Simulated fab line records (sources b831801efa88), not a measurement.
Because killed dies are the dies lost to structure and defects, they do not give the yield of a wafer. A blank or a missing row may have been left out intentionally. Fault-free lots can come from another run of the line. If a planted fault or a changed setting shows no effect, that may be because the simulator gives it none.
The same fault as seen by 2 desks | flow gf180mcu | what lay behind the numbers comes last; until then each desk has only its own

## AT THE TOOL OWNER'S DESK: rieDiel-01
The tool's own readings at GF_HV_LDD_ETCHBACK_58 (etches Si3N4 in CH3F/O2, stops on SiO2, time 100 s, target depth 90 nm): means of the sampled wafers that have a number, for each lot that ran on this tool. Marked OUT: a lot whose mean sits more than 4 standard deviations from the usual mean, which makes it out of limits; the brackets give that distance.
Columns: A = O2_flow_sccm at GF_HV_LDD_ETCHBACK_58, usual 30.00 sccm; B = biasW at GF_HV_LDD_ETCHBACK_58, usual 79.94 W; C = ch3fFlowSccm at GF_HV_LDD_ETCHBACK_58, usual 40.00 sccm; D = drypumpMotorCurrentA at GF_HV_LDD_ETCHBACK_58, usual 5.9 A; E = oesProductAu at GF_HV_LDD_ETCHBACK_58, usual 0.842 a.u.; F = rfFwdPowerW at GF_HV_LDD_ETCHBACK_58, usual 397.4 W; G = throttleValvePct at GF_HV_LDD_ETCHBACK_58, usual 10.561 %
lot  | first seen here | A     | B     | C     | D   | E     | F     | G
L491 | day 13 00:04    | 29.99 | 79.87 | 39.96 | 6.1 | 0.838 | 398.4 | 10.558
L494 | day 13 18:38    | 30.06 | 80.02 | 40.02 | 5.9 | 0.845 | 399.1 | 10.563
L495 | day 14 05:56    | 29.96 | 80.21 | 39.92 | 5.9 | 0.842 | 398.0 | 10.561
L496 | day 14 16:46    | 30.03 | 79.85 | 39.92 | 5.9 | 0.843 | 397.1 | 10.563
L497 | day 15 06:57    | 30.00 | 79.94 | 39.91 | 6.0 | 0.841 | 398.0 | 10.559
L502 | day 16 11:50    | 30.02 | 79.57 | 40.04 | 6.2 | 0.840 | 396.8 | 10.558
L512 | day 19 21:05    | 29.98 | 79.94 | 40.03 | 6.1 | 0.836 | 396.9 | 10.568
This desk's finding: nothing out of limits on any of the 7 lots.

## METROLOGY DESK
What the gauges read, lot by lot, whatever tool the lot ran on: means of the sampled wafers that have a number. Marked OUT: a lot whose mean sits more than 4 standard deviations from the usual mean, which makes it out of limits; the brackets give that distance.
Columns: A = TOP_METAL_OVL at GF_TOP_METAL_OVL_MEAS_15, usual -0.5 nm
lot  | first seen here | A
L491 | day 28 15:17    | -1.4
L492 | day 28 16:11    | -2.0
L494 | day 29 06:48    | 0.4
L495 | day 29 19:32    | -1.2
L496 | day 30 02:01    | -0.2
L497 | day 30 15:54    | 1.4
L502 | day 31 19:21    | 0.3
L507 | day 32 20:31    | -1.9
L508 | day 33 00:36    | 0.2
L511 | day 33 18:58    | -2.0
L512 | day 33 23:21    | -3.0
L513 | day 34 06:25    | 2.0
This desk's finding: nothing out of limits on any of the 12 lots.

## TAKEN TOGETHER
The tool owner's desk saw nothing out of limits.
The metrology desk saw nothing out of limits.

## WHAT THE SIMULATOR PUT IN
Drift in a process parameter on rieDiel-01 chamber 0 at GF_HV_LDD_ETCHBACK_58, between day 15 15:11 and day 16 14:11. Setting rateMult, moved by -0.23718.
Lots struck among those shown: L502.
